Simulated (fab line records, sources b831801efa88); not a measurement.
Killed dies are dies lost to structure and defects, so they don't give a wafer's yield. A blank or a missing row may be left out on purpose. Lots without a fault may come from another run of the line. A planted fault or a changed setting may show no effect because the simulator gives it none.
fab line records | flow gf180mcu
record lots=5 wafers=15 last_day=34
route steps=602 shown M4@469 V4@476 MIM@503
lots that met no fault: from a run of the same line without faults
start_h: hours from the record's first day to the start of the lot's first wafer shown | wait_h: hours since the lot's step before | " the same as in the row above | L1.1+2: a row that stands for several wafers | - no value, or no start given | * or withheld: withheld | < > ~ a bound
route shown NAME@n: a module of which the file shows steps, and the number in the route of the first | usual: mean/standard deviation of fault-free wafers | same: alike in all rows | chamber/n: place in a boat | sites: the reading at each site | _std_site: their standard deviation | _edge_site: outer sites' mean less inner sites' | radius_mm: how far each site lies from the wafer's centre | mask NAME#n: copy n | behind: the tool/chamber that last shaped the wafer | hold: why the lot was held/for how many hours/how that ended | device: the transistor (n, p or np) that didn't switch | end of line: the same wafers' tests at the end of the route | a step without rows: its recipe alone | killed: dies lost to structure and defects at the first sort, not the wafer's yield | map: a wafer's dies, x killed, . not, _ none there
set.NAME: the setting as run; set.NAME@STEP: as run at that earlier step | model.NAME: the simulator's own value behind a step, which no gauge read
lots at some steps of the route; a table a step, a row a wafer
services: from which hour (start_h, from the record's first day; less than 0 if before it) a tool's chamber was out of use, for how many hours, and why
## steps
# step GF_M4_DEVELOP_13
# recipe develop_time_s=60 dev_temp_c=21
# usual developer_temp_C=21.00/0.12
# same develop_time_s=60
# columns lot.wafer tool chamber start_h wait_h developer_temp_C
L077.1 litho_track-01 0 562.56 0.2 21.28
L077.3 " 0 " " 21.21
L077.5 " 0 " " 21.21
L079.2 litho_track-02 0 579.24 0.2 20.89
L079.3 " 0 " " 21.20
L079.5 " 0 " " 20.88
L089.1 litho_track-01 0 665.61 0.2 20.95
L089.4 " 0 " " 21.01
L089.5 " 0 " " 20.99
L094.1 litho_track-02 0 692.51 0.2 21.04
L094.4 " 0 " " 21.02
L094.5 " 0 " " 21.01
L096.1 litho_track-01 0 702.51 0.2 21.03
L096.5 " 0 " " 20.93
L096.6 " 0 " " 20.79
# step GF_M4_CD_MEAS_14
# recipe target_cd_nm=280
# usual cd_nm=279.5/1.3
# columns lot.wafer tool chamber start_h wait_h cd_nm
L077.1 cd_sem-02 - 562.71 0.1 278.8
L077.3 " - " " 278.1
L077.5 " - " " 278.2
L079.2 cd_sem-01 - 579.38 0.1 280.1
L079.3 " - " " 279.9
L079.5 " - " " 280.3
L089.1 cd_sem-01 - 665.76 0.1 278.3
L089.4 " - " " 276.7
L089.5 " - " " 278.1
L094.1 cd_sem-02 - 692.66 0.1 280.4
L094.4 " - " " 280.3
L094.5 " - " " 280.8
L096.1 cd_sem-01 - 702.68 0.1 282.2
L096.5 " - " " 282.6
L096.6 " - " " 280.6
# step GF_M4_OVL_MEAS_15
# usual M4_OVL=-1/4.9
# columns lot.wafer tool chamber start_h wait_h M4_OVL[nm]
L077.1 overlay-02 - 562.83 0.1 0
L077.3 " - " " 2
L077.5 " - " " 1
L079.2 overlay-01 - 579.49 0.1 -3
L079.3 " - " " -6
L079.5 " - " " -4
L089.1 overlay-02 - 665.88 0.1 -13
L089.4 " - " " -2
L089.5 " - " " -7
L094.1 overlay-02 - 692.78 0.1 -2
L094.4 " - " " 5
L094.5 " - " " 5
L096.1 overlay-02 - 702.80 0.1 3
L096.5 " - " " 2
L096.6 " - " " -1
# step GF_M4_METAL_ETCH_16
# recipe chemistry=Cl2/BCl3 mask_material=KrF target_depth_nm=750.8 stop_on=SiO2 pressure_mtorr=8 icp_w=800 bias_w=140 Cl2_flow_sccm=80 bcl3_flow_sccm=40 time_s=125.1
# usual bias_w=139.9/0.38 drypump_motor_current_A=6.03/0.28 mfc_cl2_sccm=79.95/0.21 oes_product_au=0.990/0.0057 throttle_valve_pct=28.230/0.0093
# columns lot.wafer tool chamber start_h wait_h bias_w drypump_motor_current_A mfc_cl2_sccm oes_product_au rf_hours_counter_h throttle_valve_pct
L077.1 rie_metal-03 1 562.87 0.0 139.7 5.85 79.86 0.987 1 28.241
L077.3 " 1 " " 140.0 5.84 79.68 0.983 - 28.230
L077.5 " 1 " " 139.9 5.86 80.12 0.984 - 28.227
L079.2 rie_metal-01 0 579.52 0.0 138.9 5.79 80.06 0.986 8 28.235
L079.3 " 1 " " 139.9 6.05 79.99 0.986 - 28.232
L079.5 " 0 " " 139.1 5.77 79.93 0.981 - 28.232
L089.1 rie_metal-04 1 665.92 0.0 139.5 6.41 80.10 0.987 2 28.254
L089.4 " 0 " " 139.4 6.37 79.72 0.986 - 28.235
L089.5 " 1 " " 139.9 6.40 80.27 0.985 - 28.236
L094.1 rie_metal-04 1 692.81 0.0 139.7 6.37 80.12 0.987 3 28.220
L094.4 " 0 " " 139.6 6.35 80.05 0.993 - 28.219
L094.5 " 0 " " 140.1 6.35 79.67 0.996 - 28.218
L096.1 rie_metal-01 1 702.83 0.0 140.5 6.05 80.01 0.990 5 28.231
L096.5 " 1 " " 139.8 6.06 79.66 0.986 - 28.241
L096.6 " 0 " " 139.3 5.78 79.99 0.999 - 28.207
# step GF_M4_STRIP_17
# recipe chemistry=O2/N2 power_w=1400 pressure_mtorr=1500 platen_temp_c=250 o2_flow_sccm=3000 n2_flow_sccm=300 overash_fraction=0.5
# usual drypump_motor_current_A=5.6/0.32 heater_power_w=334/35 oes_product_au=0.537/0.0054 strip_time_to_endpoint_s=7.37/0.047
# columns lot.wafer tool chamber start_h wait_h drypump_motor_current_A heater_power_w oes_product_au rf_hours_counter_h strip_time_to_endpoint_s
L077.1 plasma_asher-03 1 563.00 0.1 5.7 376 0.538 42 7.35
L077.3 " 0 " " 5.3 318 0.542 - 7.46
L077.5 " 1 " " 5.7 369 0.539 - 7.37
L079.2 plasma_asher-01 0 579.65 0.1 5.6 336 0.528 16 7.40
L079.3 " 0 " " 5.6 335 0.542 - 7.37
L079.5 " 1 " " 5.2 285 0.533 - 7.40
L089.1 plasma_asher-04 1 666.05 0.1 6.2 388 0.542 93 7.41
L089.4 " 0 " " 5.8 327 0.537 - 7.34
L089.5 " 0 " " 5.8 327 0.532 - 7.43
L094.1 plasma_asher-01 0 692.94 0.1 5.6 339 0.535 27 7.41
L094.4 " 1 " " 5.2 284 0.531 - 7.29
L094.5 " 0 " " 5.6 334 0.542 - 7.32
L096.1 plasma_asher-01 1 702.96 0.1 5.2 287 0.533 28 7.37
L096.5 " 0 " " 5.6 325 0.541 - 7.37
L096.6 " 1 " " 5.2 282 0.536 - 7.34
# step GF_M4_STRIP_18
# recipe chemistry=post_etch_residue_remover time_s=1200 temp_c=72.5
# usual bath_guard_temp_C=72.4/0.43
# columns lot.wafer tool chamber start_h wait_h bath_guard_temp_C
L077.1 wet_bench-03 2 563.10 0.1 72.1
L077.3 " 2 " " 71.9
L077.5 " 2 " " 71.5
L079.2 wet_bench-03 1 579.75 0.1 72.0
L079.3 " 1 " " 72.1
L079.5 " 1 " " 72.2
L089.1 wet_bench-02 3 666.15 0.1 72.7
L089.4 " 3 " " 72.9
L089.5 " 3 " " 72.9
L094.1 wet_bench-02 0 693.04 0.1 71.6
L094.4 " 0 " " 72.0
L094.5 " 0 " " 71.8
L096.1 wet_bench-02 1 703.06 0.1 72.2
L096.5 " 1 " " 72.0
L096.6 " 1 " " 72.1
# step GF_M4_CLEAN_19
# recipe chemistry=DIW dry=n2_spin
# columns lot.wafer tool chamber start_h wait_h
L077.1+3+5 wet_bench-02 0 563.44 0.0
L079.2+3+5 wet_bench-02 1 580.09 0.0
L089.1+4+5 wet_bench-03 1 666.49 0.0
L094.1+4+5 wet_bench-03 1 693.39 0.0
L096.1+5+6 wet_bench-01 2 703.44 0.0
# step GF_V4_CVD_00
# recipe material=SiO2 target_thk_nm=600 sigma_open_frac=0.3 temp_c=400 time_s=100 sih4_flow_sccm=60 pressure_mtorr=6
# columns lot.wafer tool chamber start_h wait_h
L077.1+3+5 hdpcvd-02 0,1,0 563.54 0.0
L079.2+3+5 hdpcvd-01 0,1,1 580.19 0.0
L089.1+4+5 hdpcvd-02 1,1,2 666.59 0.0
L094.1+4+5 hdpcvd-01 0,2,1 693.48 0.0
L096.1+5+6 hdpcvd-01 0,1,0 703.53 0.0
# step GF_V4_THK_MEAS_01
# recipe reads=SiO2_of_V4_CVD_00
# usual V4_CVD_00_THK=599/5.5
# columns lot.wafer tool chamber start_h wait_h V4_CVD_00_THK[nm]
L077.1 film_metro-03 - 563.61 0.0 613
L077.3 " - " " 595
L077.5 " - " " 607
L079.2 film_metro-02 - 580.27 0.0 603
L079.3 " - " " 605
L079.5 " - " " 600
L089.1 film_metro-02 - 666.66 0.0 597
L089.4 " - " " 602
L089.5 " - " " 589
L094.1 film_metro-03 - 693.55 0.0 600
L094.4 " - " " 603
L094.5 " - " " 584
L096.1 film_metro-02 - 703.60 0.0 601
L096.5 " - " " 600
L096.6 " - " " 599
# step GF_V4_CVD_02
# recipe material=SiO2 target_thk_nm=850 precursor=TEOS temp_c=400 time_s=94.851 rf_w=600
# usual heater_power_outer_w=431/91 heater_power_w=731/130
# columns lot.wafer tool chamber start_h wait_h heater_power_outer_w heater_power_w
L077.1 pecvd-04 1 563.67 0.1 278 553
L077.3 " 0 " " 323 617
L077.5 " 0 " " 343 646
L079.2 pecvd-03 1 580.32 0.0 532 855
L079.3 " 2 " " 444 784
L079.5 " 1 " " 399 694
L089.1 pecvd-03 1 666.72 0.1 495 782
L089.4 " 2 " " 440 755
L089.5 " 1 " " 516 817
L094.1 pecvd-01 0 693.61 0.1 537 886
L094.4 " 2 " " 308 523
L094.5 " 0 " " 582 966
L096.1 pecvd-03 1 703.66 0.1 518 842
L096.5 " 1 " " 398 687
L096.6 " 0 " " 428 697
# step GF_V4_THK_MEAS_03
# recipe reads=SiO2_of_V4_CVD_02
# usual V4_CVD_02_THK=855/11
# columns lot.wafer tool chamber start_h wait_h V4_CVD_02_THK[nm]
L077.1 film_metro-02 - 563.74 0.0 844
L077.3 " - " " 840
L077.5 " - " " 861
L079.2 film_metro-01 - 580.40 0.0 848
L079.3 " - " " 847
L079.5 " - " " 863
L089.1 film_metro-03 - 666.79 0.0 846
L089.4 " - " " 861
L089.5 " - " " 878
L094.1 film_metro-03 - 693.68 0.0 850
L094.4 " - " " 856
L094.5 " - " " 860
L096.1 film_metro-03 - 703.73 0.0 850
L096.5 " - " " 861
L096.6 " - " " 853
# step GF_V4_CMP_04
# recipe material=SiO2 down_force_psi=4 platen_rpm=60 pad_velocity_m_s=0.94248
# usual motor_current_A=12.3/0.87 time_to_endpoint_s=81/4.8
# columns lot.wafer tool chamber start_h wait_h motor_current_A time_to_endpoint_s
L077.1 cmp-01 1 563.80 0.1 14.0 73
L077.3 " 3 " " 12.5 73
L077.5 " 2 " " 12.4 79
L079.2 cmp-01 3 580.45 0.0 13.3 77
L079.3 " 2 " " 12.5 80
L079.5 " 0 " " 12.4 86
L089.1 cmp-02 1 666.85 0.1 11.4 78
L089.4 " 2 " " 11.9 82
L089.5 " 2 " " 10.8 89
L094.4 cmp-02 0 693.84 0.1 11.6 83
L094.1 " 1 " " 11.6 79
L094.5 " 3 " " 10.8 85
L096.1 cmp-01 1 703.84 0.1 13.0 79
L096.6 " 0 " " 12.2 87
L096.5 " 1 " " 13.3 86
# step GF_V4_BOW_MEAS_05
# recipe mode=bow
# usual V4_BOW=133/9.8
# columns lot.wafer tool chamber start_h wait_h V4_BOW[um]
L077.1 film_metro-01 - 564.10 0.2 135
L077.3 " - " " 122
L077.5 " - " " 128
L079.2 film_metro-03 - 580.77 0.3 134
L079.3 " - " " 132
L079.5 " - " " 136
L089.1 film_metro-03 - 667.15 0.2 141
L089.4 " - " " 146
L089.5 " - " " 134
L094.1 film_metro-02 - 694.04 0.1 139
L094.4 " - " " 130
L094.5 " - " " 133
L096.1 film_metro-01 - 704.09 0.2 131
L096.5 " - " " 147
L096.6 " - " " 140
# step GF_V4_DEHYDRATE_06
# recipe temp_c=200 time_s=60
# columns lot.wafer tool chamber start_h wait_h
L077.1+3+5 litho_track-04 0 574.61 10.5
L079.2+3+5 litho_track-04 0 591.09 10.3
L089.1+4+5 litho_track-04 0 675.96 8.8
L094.1+4+5 litho_track-02 0 702.56 8.5
L096.1+5+6 litho_track-04 0 712.96 8.9
# step GF_V4_HMDS_07
# recipe prime_time_s=60 prime_temp_c=120
# columns lot.wafer tool chamber start_h wait_h
L077.1+3+5 litho_track-04 0 574.76 0.1
L079.2+3+5 litho_track-04 0 591.24 0.1
L089.1+4+5 litho_track-04 0 676.11 0.1
L094.1+4+5 litho_track-02 0 702.71 0.1
L096.1+5+6 litho_track-04 0 713.11 0.1
# step GF_V4_COAT_08
# recipe resist=BARC temp_c=withheld time_s=withheld spin_rpm=withheld resist_thk_nm=withheld
# usual dispense_pressure_kPa=49.9/1.5
# columns lot.wafer tool chamber start_h wait_h dispense_pressure_kPa
L077.1 litho_track-04 0 574.91 0.1 49.2
L077.3 " 0 " " 49.2
L077.5 " 0 " " 49.2
L079.2 litho_track-04 0 591.39 0.1 49.2
L079.3 " 0 " " 49.1
L079.5 " 0 " " 49.2
L089.1 litho_track-04 0 676.26 0.1 49.2
L089.4 " 0 " " 49.1
L089.5 " 0 " " 49.1
L094.1 litho_track-02 0 702.86 0.1 51.8
L094.4 " 0 " " 51.7
L094.5 " 0 " " 51.7
L096.1 litho_track-04 0 713.26 0.1 49.2
L096.5 " 0 " " 49.2
L096.6 " 0 " " 49.2
# step GF_V4_COAT_09
# recipe resist=KrF spin_rpm=withheld resist_thk_nm=1000
# usual dispense_pressure_kPa=49.9/1.5
# columns lot.wafer tool chamber start_h wait_h dispense_pressure_kPa
L077.1 litho_track-04 0 - - 49.0
L077.3 " 0 " " 49.1
L077.5 " 0 " " 49.1
L079.2 litho_track-04 0 - - 49.1
L079.3 " 0 " " 49.1
L079.5 " 0 " " 49.1
L089.1 litho_track-04 0 - - 49.1
L089.4 " 0 " " 49.1
L089.5 " 0 " " 49.1
L094.1 litho_track-02 0 - - 51.8
L094.4 " 0 " " 51.8
L094.5 " 0 " " 51.9
L096.1 litho_track-04 0 - - 49.2
L096.5 " 0 " " 49.2
L096.6 " 0 " " 49.2
# step GF_V4_SOFTBAKE_10
# recipe temp_c=130 time_s=60 resist=KrF
# columns lot.wafer tool chamber start_h wait_h
L077.1+3+5 litho_track-04 0 - -
L079.2+3+5 litho_track-04 0 - -
L089.1+4+5 litho_track-04 0 - -
L094.1+4+5 litho_track-02 0 - -
L096.1+5+6 litho_track-04 0 - -
# step GF_V4_EXPOSE_11
# recipe mask_id=Via4 target_cd_nm=260 na=0.68 source_shape=conventional sigma_outer=0.6 dose_mj=38
# usual stage_vel_mm_s=500.01/0.25
# columns lot.wafer tool chamber start_h wait_h mask stage_vel_mm_s
L077.1 krf_scanner-02 0 - - Via4#0 500.35
L077.3 " 0 " " Via4#0 500.36
L077.5 " 0 " " Via4#0 500.33
L079.2 krf_scanner-02 0 - - Via4#0 500.30
L079.3 " 0 " " Via4#0 500.00
L079.5 " 0 " " Via4#0 500.04
L089.1 krf_scanner-01 0 - - Via4#0 499.64
L089.4 " 0 " " Via4#0 499.82
L089.5 " 0 " " Via4#0 499.93
L094.1 krf_scanner-01 0 - - Via4#0 500.15
L094.4 " 0 " " Via4#0 500.00
L094.5 " 0 " " Via4#0 500.29
L096.1 krf_scanner-01 0 - - Via4#0 500.44
L096.5 " 0 " " Via4#0 500.03
L096.6 " 0 " " Via4#0 499.98
# step GF_V4_PEB_12
# recipe peb_temp_c=135 peb_time_s=90 resist=KrF
# columns lot.wafer tool chamber start_h wait_h
L077.1+3+5 litho_track-02 0 - -
L079.2+3+5 litho_track-03 0 - -
L089.1+4+5 litho_track-03 0 - -
L094.1+4+5 litho_track-04 0 - -
L096.1+5+6 litho_track-03 0 - -
# step GF_V4_DEVELOP_13
# recipe develop_time_s=60 resist=KrF dev_temp_c=21
# usual developer_temp_C=21.01/0.12
# same develop_time_s=60
# columns lot.wafer tool chamber start_h wait_h developer_temp_C
L077.1 litho_track-02 0 586.01 0.2 21.09
L077.3 " 0 " " 20.96
L077.5 " 0 " " 21.12
L079.2 litho_track-03 0 601.68 0.2 20.93
L079.3 " 0 " " 21.10
L079.5 " 0 " " 21.14
L089.1 litho_track-03 0 685.46 0.2 20.98
L089.4 " 0 " " 20.98
L089.5 " 0 " " 20.98
L094.1 litho_track-04 0 712.81 0.2 20.97
L094.4 " 0 " " 21.04
L094.5 " 0 " " 21.02
L096.1 litho_track-03 0 722.10 0.2 21.12
L096.5 " 0 " " 20.96
L096.6 " 0 " " 21.06
# step GF_V4_CD_MEAS_14
# recipe target_cd_nm=260
# usual cd_nm=260.5/1.3
# columns lot.wafer tool chamber start_h wait_h cd_nm
L077.1 cd_sem-02 - 586.16 0.1 261.8
L077.3 " - " " 262.7
L077.5 " - " " 260.8
L079.2 cd_sem-01 - 601.83 0.1 260.1
L079.3 " - " " 260.2
L079.5 " - " " 260.7
L089.1 cd_sem-01 - 685.61 0.1 259.2
L089.4 " - " " 260.2
L089.5 " - " " 260.3
L094.1 cd_sem-02 - 712.96 0.1 262.3
L094.4 " - " " 262.1
L094.5 " - " " 261.8
L096.1 cd_sem-01 - 722.25 0.1 261.6
L096.5 " - " " 260.8
L096.6 " - " " 261.5
# step GF_V4_OVL_MEAS_15
# usual V4_OVL=0/4.3
# columns lot.wafer tool chamber start_h wait_h V4_OVL[nm]
L077.1 overlay-02 - 586.28 0.1 5
L077.3 " - " " 4
L077.5 " - " " -5
L079.2 overlay-02 - 601.93 0.1 0
L079.3 " - " " 6
L079.5 " - " " 2
L089.1 overlay-02 - 685.73 0.1 -9
L089.4 " - " " -5
L089.5 " - " " -2
L094.1 overlay-02 - 713.08 0.1 2
L094.4 " - " " -3
L094.5 " - " " 8
L096.1 overlay-01 - 722.37 0.1 0
L096.5 " - " " -5
L096.6 " - " " -4
# step GF_V4_ETCH_16
# recipe chemistry=N2/H2 target_depth_a=withheld overetch_a=withheld time_s=withheld target=BARC ion_energy_ev=200 source_w=500 bias_w=100 pressure_mtorr=30 n2_flow_sccm=100 h2_flow_sccm=200
# usual bias_w=100.0/0.3 drypump_motor_current_A=5.8/0.37 oes_product_au=0.854/0.0052 throttle_valve_pct=13.226/0.0095
# columns lot.wafer tool chamber start_h wait_h bias_w drypump_motor_current_A oes_product_au throttle_valve_pct
L077.1 rie_diel-01 0 586.32 0.0 100.4 5.8 0.850 13.225
L077.3 " 3 " " 100.0 6.4 0.848 13.227
L077.5 " 2 " " 100.4 5.7 0.849 13.230
L079.2 rie_diel-04 2 601.96 0.0 99.8 5.7 0.857 13.223
L079.3 " 1 " " 100.3 5.9 0.856 13.227
L079.5 " 0 " " 99.8 5.8 0.853 13.226
L089.1 rie_diel-02 1 685.76 0.0 100.1 5.7 0.860 13.215
L089.4 " 3 " " 99.9 6.3 0.852 13.234
L089.5 " 3 " " 100.0 6.2 0.842 13.220
L094.1 rie_diel-01 3 713.12 0.0 100.2 6.3 0.858 13.223
L094.4 " 2 " " 99.7 5.7 0.850 13.233
L094.5 " 2 " " 99.7 5.7 0.856 13.219
L096.1 rie_diel-01 2 722.41 0.0 99.9 5.7 0.858 13.234
L096.5 " 0 " " 100.0 5.8 0.856 13.230
L096.6 " 1 " " 99.7 5.3 0.865 13.211
# step GF_V4_ETCH_17
# recipe chemistry=C4F8/O2/Ar mask_material=KrF target=SiO2 stop_on=TiN source_w=1500 bias_w=1200 pressure_mtorr=40 c4f8_flow_sccm=withheld O2_flow_sccm=6 Ar_flow_sccm=300 time_s=withheld target_depth_a=6300
# usual bias_w=1200/3.6 oes_product_au=0.856/0.0049
# columns lot.wafer tool chamber start_h wait_h bias_w oes_product_au
L077.1 rie_diel-01 0 - - 1196 0.853
L077.3 " 3 " " 1202 0.856
L077.5 " 2 " " 1199 0.853
L079.2 rie_diel-04 2 - - 1196 0.853
L079.3 " 1 " " 1198 0.857
L079.5 " 0 " " 1196 0.845
L089.1 rie_diel-02 1 - - 1198 0.853
L089.4 " 3 " " 1202 0.852
L089.5 " 3 " " 1198 0.855
L094.1 rie_diel-01 3 - - 1195 0.852
L094.4 " 2 " " 1200 0.862
L094.5 " 2 " " 1198 0.849
L096.1 rie_diel-01 2 - - 1197 0.860
L096.5 " 0 " " 1194 0.858
L096.6 " 1 " " 1199 0.857
# step GF_V4_STRIP_18
# recipe chemistry=O2/N2 power_w=1400 pressure_mtorr=1500 platen_temp_c=250 o2_flow_sccm=3000 n2_flow_sccm=300 overash_fraction=0.5
# usual drypump_motor_current_A=5.9/0.45 heater_power_w=341/29 oes_product_au=0.591/0.0055
# columns lot.wafer tool chamber start_h wait_h drypump_motor_current_A heater_power_w oes_product_au rf_hours_counter_h
L077.1 plasma_asher-03 1 586.45 - 5.7 372 0.589 44
L077.3 " 1 " " 5.7 372 0.586 -
L077.5 " 0 " " 5.3 319 0.587 -
L079.2 plasma_asher-03 0 602.09 - 5.3 317 0.590 45
L079.3 " 1 " " 5.7 367 0.587 -
L079.5 " 1 " " 5.7 365 0.595 -
L089.1 plasma_asher-02 1 685.89 - 6.7 310 0.601 110
L089.4 " 1 " " 6.7 302 0.590 -
L089.5 " 0 " " 5.8 352 0.593 -
L094.1 plasma_asher-04 0 713.25 - 5.8 332 0.584 97
L094.4 " 1 " " 6.2 405 0.591 -
L094.5 " 1 " " 6.2 391 0.582 -
L096.1 plasma_asher-04 0 722.54 - 5.8 336 0.596 99
L096.5 " 0 " " 5.8 331 0.596 -
L096.6 " 1 " " 6.2 381 0.592 -
# step GF_V4_STRIP_19
# recipe chemistry=post_etch_residue_remover time_s=1200 temp_c=72.5
# usual bath_guard_temp_C=72.3/0.42
# columns lot.wafer tool chamber start_h wait_h bath_guard_temp_C
L077.1 wet_bench-04 3 586.55 0.1 72.1
L077.3 " 3 " " 71.9
L077.5 " 3 " " 72.2
L079.2 wet_bench-03 0 602.19 0.1 72.0
L079.3 " 0 " " 72.1
L079.5 " 0 " " 71.8
L089.1 wet_bench-03 0 685.99 0.1 71.7
L089.4 " 0 " " 72.0
L089.5 " 0 " " 72.0
L094.1 wet_bench-03 2 713.35 0.1 71.9
L094.4 " 2 " " 71.8
L094.5 " 2 " " 71.6
L096.1 wet_bench-01 2 722.64 0.1 71.8
L096.5 " 2 " " 72.4
L096.6 " 2 " " 72.3
# step GF_V4_CLEAN_20
# recipe chemistry=DIW dry=n2_spin
# columns lot.wafer tool chamber start_h wait_h
L077.1+3+5 wet_bench-01 2 586.99 0.0
L079.2+3+5 wet_bench-04 1 602.56 0.0
L089.1+4+5 wet_bench-04 2 686.33 0.0
L094.1+4+5 wet_bench-04 3 713.69 0.0
L096.1+5+6 wet_bench-04 2 722.98 0.0
# step GF_V4_SPUTTER_21
# recipe material=Ti target_thk_nm=15 chamber_pressure_pa=5.115 power_w=2500 substrate_temp_c=200 time_s=80.02
# usual substrate_temp_c=200.00/0.15 throttle_valve_pct=29.5/0.74
# columns lot.wafer tool chamber start_h wait_h substrate_temp_c throttle_valve_pct
L077.1 pvd_sputter-02 - 587.09 0.0 200.17 28.5
L077.3 " - " " 199.99 30.1
L077.5 " - " " 200.08 28.6
L079.2 pvd_sputter-02 - 602.67 0.0 199.96 29.9
L079.3 " - " " 199.93 28.8
L079.5 " - " " 199.88 28.7
L089.1 pvd_sputter-01 - 686.43 0.0 199.79 31.0
L089.4 " - " " 200.35 29.5
L089.5 " - " " 200.06 31.1
L094.1 pvd_sputter-04 - 713.79 0.0 200.10 29.8
L094.4 " - " " 200.11 29.8
L094.5 " - " " 199.91 29.6
L096.1 pvd_sputter-01 - 723.08 0.0 200.01 31.3
L096.5 " - " " 199.80 31.4
L096.6 " - " " 200.02 29.6
# step GF_V4_SPUTTER_22
# recipe material=TiN target_thk_nm=10 chamber_pressure_pa=5 power_w=4000 time_s=40
# usual throttle_valve_pct=29.5/0.74
# columns lot.wafer tool chamber start_h wait_h throttle_valve_pct
L077.1 pvd_sputter-02 - 587.15 0.0 28.8
L077.3 " - " " 29.7
L077.5 " - " " 28.7
L079.2 pvd_sputter-02 - 602.73 0.0 30.1
L079.3 " - " " 28.5
L079.5 " - " " 28.6
L089.1 pvd_sputter-01 - 686.49 0.0 31.4
L089.4 " - " " 28.9
L089.5 " - " " 31.5
L094.1 pvd_sputter-04 - 713.85 0.0 29.4
L094.4 " - " " 30.3
L094.5 " - " " 29.9
L096.1 pvd_sputter-01 - 723.14 0.0 31.2
L096.5 " - " " 31.4
L096.6 " - " " 29.6
# step GF_V4_CVD_23
# recipe material=W target_thk_nm=350 time_s=104.9 temp_c=400 pressure_torr=40
# usual chamber_pressure_Torr=40.00/0.077 heater_power_outer_w=525/94 heater_power_w=839/160
# columns lot.wafer tool chamber start_h wait_h chamber_pressure_Torr heater_power_outer_w heater_power_w
L077.1 cvd_w-01 0 587.19 0.0 39.92 550 782
L077.3 " 0 " " 39.94 543 808
L077.5 " 1 " " 39.91 411 700
L079.2 cvd_w-02 0 602.77 0.0 39.83 656 1122
L079.3 " 0 " " 39.88 682 1109
L079.5 " 1 " " 39.91 478 741
L089.1 cvd_w-02 1 686.53 0.0 39.98 472 748
L089.4 " 0 " " 40.04 666 1103
L089.5 " 0 " " 39.95 678 1108
L094.1 cvd_w-02 0 713.89 0.0 40.15 688 1132
L094.4 " 0 " " 39.97 671 1127
L094.5 " 0 " " 40.00 647 1106
L096.1 cvd_w-01 1 723.18 0.0 40.00 408 685
L096.5 " 1 " " 40.09 419 703
L096.6 " 0 " " 40.00 555 793
# step GF_V4_RS_MEAS_24
# recipe thk_meas_gauge=four-point-probe reads=W_of_V4_CVD_23+TiN_of_V4_SPUTTER_22+Ti_of_V4_SPUTTER_21
# usual V4_W_RS=0.326/0.0056
# columns lot.wafer tool chamber start_h wait_h V4_W_RS[ohm/sq]
L077.1 film_metro-01 - 587.30 0.1 0.329
L077.3 " - " " 0.327
L077.5 " - " " 0.326
L079.2 film_metro-03 - 602.91 0.1 0.321
L079.3 " - " " 0.321
L079.5 " - " " 0.320
L089.1 film_metro-02 - 686.64 0.1 0.327
L089.4 " - " " 0.326
L089.5 " - " " 0.329
L094.1 film_metro-03 - 714.00 0.1 0.319
L094.4 " - " " 0.326
L094.5 " - " " 0.328
L096.1 film_metro-01 - 723.29 0.1 0.336
L096.5 " - " " 0.333
L096.6 " - " " 0.332
# step GF_V4_THK_MEAS_25
# recipe thk_meas_gauge=xrf reads=W_of_V4_CVD_23
# usual V4_W_THK=360/7
# columns lot.wafer tool chamber start_h wait_h V4_W_THK[nm]
L077.1 film_metro-01 - 587.42 0.1 355
L077.3 " - " " 357
L077.5 " - " " 358
L079.2 film_metro-03 - 603.02 0.1 365
L079.3 " - " " 366
L079.5 " - " " 366
L089.1 film_metro-02 - 686.76 0.1 356
L089.4 " - " " 361
L089.5 " - " " 356
L094.1 film_metro-03 - 714.12 0.1 367
L094.4 " - " " 360
L094.5 " - " " 361
L096.1 film_metro-01 - 723.41 0.1 346
L096.5 " - " " 349
L096.6 " - " " 351
# step GF_V4_CMP_26
# recipe stop_on=SiO2 down_force_psi=3.5 platen_rpm=60 t_overpolish_s=15 target_thk_nm=0 pad_velocity_m_s=0.94248
# usual motor_current_A=11.1/0.86 overpolish_run_s=15.001/0.0091 time_to_endpoint_s=84/3.2
# columns lot.wafer tool chamber start_h wait_h motor_current_A overpolish_run_s time_to_endpoint_s
L077.3 cmp-02 2 587.53 0.1 10.8 15.011 80
L077.1 " 3 " " 10.7 15.008 80
L077.5 " 2 " " 10.2 14.995 80
L079.3 cmp-02 3 603.07 0.0 10.0 15.011 81
L079.2 " 2 " " 10.6 15.001 83
L079.5 " 0 " " 10.7 15.012 83
L089.1 cmp-02 0 686.87 0.1 10.0 14.983 85
L089.4 " 2 " " 11.1 15.002 85
L089.5 " 3 " " 10.6 14.991 81
L094.1 cmp-02 0 714.23 0.1 10.8 14.994 85
L094.4 " 2 " " 10.7 15.004 83
L094.5 " 0 " " 10.6 15.009 86
L096.1 cmp-01 3 723.57 0.1 12.8 15.007 83
L096.5 " 1 " " 12.0 15.008 77
L096.6 " 2 " " 11.5 14.994 84
# step GF_MIM_SPUTTER_00
# recipe material=Ti target_thk_nm=37.5 arriving_ion_energy_ev=80 substrate_temp_c=200 chamber_pressure_pa=2 power_w=4000 time_s=150
# usual substrate_temp_c=199.99/0.18 throttle_valve_pct=29.6/0.96
# columns lot.wafer tool chamber start_h wait_h substrate_temp_c throttle_valve_pct
L077.1 pvd_sputter-03 - 587.78 0.1 199.79 29.7
L077.3 " - " " 199.86 31.7
L077.5 " - " " 199.99 28.0
L079.2 pvd_sputter-03 - 603.37 0.1 200.29 31.9
L079.3 " - " " 200.19 27.8
L079.5 " - " " 200.13 31.6
L089.1 pvd_sputter-04 - 687.12 0.2 200.07 29.3
L089.4 " - " " 199.97 29.6
L089.5 " - " " 199.92 29.3
L094.1 pvd_sputter-04 - 714.48 0.2 199.61 29.2
L094.4 " - " " 200.03 29.4
L094.5 " - " " 199.74 29.6
L096.1 pvd_sputter-03 - 723.77 0.1 200.23 30.3
L096.5 " - " " 200.08 29.5
L096.6 " - " " 199.92 27.9
## services
# columns tool chamber start_h hours kind
krf_scanner-01 - 539.38 1.0 pm
krf_scanner-01 - 541.68 1.3 pm
krf_scanner-01 - 542.98 0.8 pm
pvd_sputter-02 - 544.63 6.2 repair
pecvd-03 - 545.18 1.1 repair
plasma_asher-03 - 548.94 1.3 repair
cmp-02 - 552.77 3.3 repair
wet_bench-01 - 565.97 1.3 repair
cmp-02 - 572.11 4.0 pm
pvd_sputter-04 - 580.40 10.1 repair
krf_scanner-01 - 583.66 0.8 repair
cmp-01 - 590.07 4.4 repair
cmp-01 - 591.91 0.6 repair
pvd_sputter-03 - 597.72 4.0 repair
cmp-01 - 608.55 9.3 pm
rie_diel-01 - 610.89 2.2 repair
cmp-02 - 617.88 7.0 pm
rie_diel-01 - 619.39 0.4 repair
rie_diel-01 0 625.21 5.1 repair
pvd_sputter-02 - 648.32 4.0 repair
pvd_sputter-04 - 653.52 4.0 repair
pvd_sputter-01 - 656.43 1.3 repair
cmp-02 - 689.97 0.5 repair
cmp-02 - 691.86 0.6 repair
## key
fault none
